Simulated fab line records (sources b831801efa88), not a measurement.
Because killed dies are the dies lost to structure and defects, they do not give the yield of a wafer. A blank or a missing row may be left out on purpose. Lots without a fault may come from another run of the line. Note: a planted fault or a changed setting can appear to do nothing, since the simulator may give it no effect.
A lot that was struck, set against a sound lot / flow sfq_line / 24 out of 325 route steps
Sound: wafers L348.3, L348.4, L348.5. Wafers struck: L338.2, L338.3, L338.4. The cause is named last.
Each step with rows lists, per side, the tool, then ch with its chambers, then its first start. Under that, the readings that differ: sound wafers / struck wafers / difference of the means / sigmas: that difference in standard deviations of wafers without a fault.
alike: same words and numbers on both sides, and readings whose means sit less than 2 such deviations apart. not compared: any withheld reading, any reading some wafer has no value for, any bound like >300 that may hide the same value, and any number with overlapping values for which the record gives no deviation.
Wherever a step has rows on one side only, a row that says differs or no value, or a row with sigmas, the two part there. When numbers do not overlap yet have no deviation, they are printed without sigmas and do not part them. A reading that every wafer of one side lacks parts them only if that side has two wafers or more.

first, 1 step without rows for these wafers: SFQ_TRILAYER_M3_STRIP_SOLV_CLEAN_080 (cleans in NMP, time 600 s).
SFQ_TRILAYER_I3_DEP_PECVD_081: deposits SiO2 from SiH4/N2O, time 111.11 s, target thk 500 nm.
  sound on pecvd-04 ch 0,2, day 55 17:49; struck on pecvd-01 ch 0,1, day 46 16:24
reading=throttle_valve_pct (%); sound=25.9 25.4 25.3; struck=22.4 23.5 23.6; difference=-2.4; sigmas=-3
  alike: chamber_pressure_Torr, heater_power_w
SFQ_TRILAYER_I3_CMP_CMP_082: polishes SiO2.
  sound on cmp-02 ch 0,1,2, day 55 18:23; struck on cmp-01 ch 0,1,3, day 46 21:08
  alike: motor_current_A, slurry_filter_dp_kPa, slurry_flow_ml_min, time_to_endpoint_s
SFQ_I3_BOW_MEAS_922:
  struck on film_metro-01, day 46 23:39; sound on film_metro-03, day 55 20:56
  alike: I3_BOW
SFQ_TRILAYER_I3_METRO_MEASURE_083:
  struck on film_metro-01, day 46 23:57; sound on film_metro-03, day 55 21:25
  alike: thk_nm
then, 6 steps without rows for these wafers: SFQ_TRILAYER_I3_VIA_LITHO_COAT_090 (resist thk 62 nm); SFQ_TRILAYER_I3_VIA_LITHO_COAT_085 (resist thk 650 nm); SFQ_TRILAYER_I3_VIA_LITHO_SOFTBAKE_089; SFQ_TRILAYER_I3_VIA_LITHO_EXPOSE_086 (exposes mask I3, target cd 500 nm); SFQ_TRILAYER_I3_VIA_LITHO_PEB_088 (peb time 60 s); SFQ_TRILAYER_I3_VIA_LITHO_DEVELOP_087 (time 60 s).
-- the record jumps here: 6 days lie between the struck wafers' starts before and after --
SFQ_I3_OVL_MEAS_923:
  struck on overlay-02, day 52 21:13; sound on overlay-02, day 56 00:28
  alike: I3_OVL
SFQ_TRILAYER_I3_VIA_BARC_OPEN_VIA_ETCH_121: etches BARC in O2, target depth 125 nm, time 41.7 s.
  sound on rie_diel-02 ch 2,3, day 56 00:30; struck on rie_diel-04 ch 0,1,3, day 52 21:14
  no value came back on the struck wafers for bias_w (W), chamber_pressure_mTorr (mTorr), drypump_motor_current_A (A), oes_product_au (a.u.); on the sound wafers bias_w (W) reads 79.85 80.18 80.41
reading=model.KrF_of_TRILAYER_I3_VIA_LITHO_COAT_085.thk_nm (nm); sound=572.9 570.5 572.5; struck=621.4 622.1 622; difference=+49.9; sigmas=
  not compared: rf_hours_counter_h
SFQ_TRILAYER_I3_VIA_ETCH_VIA_ETCH_088: etches SiO2 in CHF3, stops on Nb, target depth 260 nm.
  sound on rie_diel-02 ch 2,3, day 56 00:32; struck on rie_diel-04 ch 0,1,3, day 52 21:17
reading=chamber_pressure_mTorr (mTorr); sound=29.99 30.02 30.00; struck=30.00 29.82 29.99; difference=-0.07; sigmas=-2
reading=oes_product_au (a.u.); sound=0.854 0.850 0.851; struck=0.372 0.380 0.371; difference=-0.477; sigmas=-90
reading=model.KrF_of_TRILAYER_I3_VIA_LITHO_COAT_085.thk_nm (nm); sound=528.1 525.4 527.7; struck=577 577.2 576.2; difference=+50; sigmas=
  alike: bias_w, drypump_motor_current_A
SFQ_TRILAYER_I3_VIA_STRIP_STRIP_089: strips in O2.
  sound on rie_metal-01 ch 0,1, day 56 00:51; struck on rie_metal-04 ch 0,1, day 52 21:23
  alike: chamber_pressure_mTorr, drypump_motor_current_A, oes_product_au
  not compared: rf_hours_counter_h
then, 2 steps without rows for these wafers: SFQ_TRILAYER_I3_VIA_STRIP_SOLV_CLEAN_090 (cleans in NMP, time 600 s); SFQ_TRILAYER_M4_DEP_PRE_CLEAN_092 (time 22.5 s).
SFQ_TRILAYER_M4_DEP_SPUTTER_091: material Nb, target thk 200 nm, time 133.3 s.
  struck on pvd_sputter-05, day 52 22:11; sound on pvd_sputter-05, day 56 01:27
  alike: throttle_valve_pct
SFQ_M4_RS_MEAS_924: measurement is done with a four-point probe.
  struck on film_metro-04, day 52 22:18; sound on film_metro-01, day 56 01:35
  alike: M4_NB_RS
then, 3 steps without rows for these wafers: SFQ_TRILAYER_M4_LITHO_COAT_098 (resist thk 62 nm); SFQ_TRILAYER_M4_LITHO_COAT_093 (resist thk 600 nm); SFQ_TRILAYER_M4_LITHO_SOFTBAKE_097.
-- the record jumps here: 6 days lie between the struck wafers' starts before and after --
SFQ_TRILAYER_M4_LITHO_EXPOSE_094: exposes mask M4, target cd 500 nm.
  struck on krf_scanner-01, day 58 12:15; sound on krf_scanner-01 ch 0, day 61 14:13
  no value came back on the struck wafers for exposure_dose_mJ_cm2, focus_offset_nm (nm); on the sound wafers exposure_dose_mJ_cm2 reads 14.407 14.404 14.420
  alike: mask
then, 1 step without rows for these wafers: SFQ_TRILAYER_M4_LITHO_PEB_096 (peb time 60 s).

WHERE THEY PART
Last at SFQ_TRILAYER_M4_LITHO_EXPOSE_094 as far as this record goes, first at SFQ_TRILAYER_I3_DEP_PECVD_081.

WHY: whatever the simulator had introduced
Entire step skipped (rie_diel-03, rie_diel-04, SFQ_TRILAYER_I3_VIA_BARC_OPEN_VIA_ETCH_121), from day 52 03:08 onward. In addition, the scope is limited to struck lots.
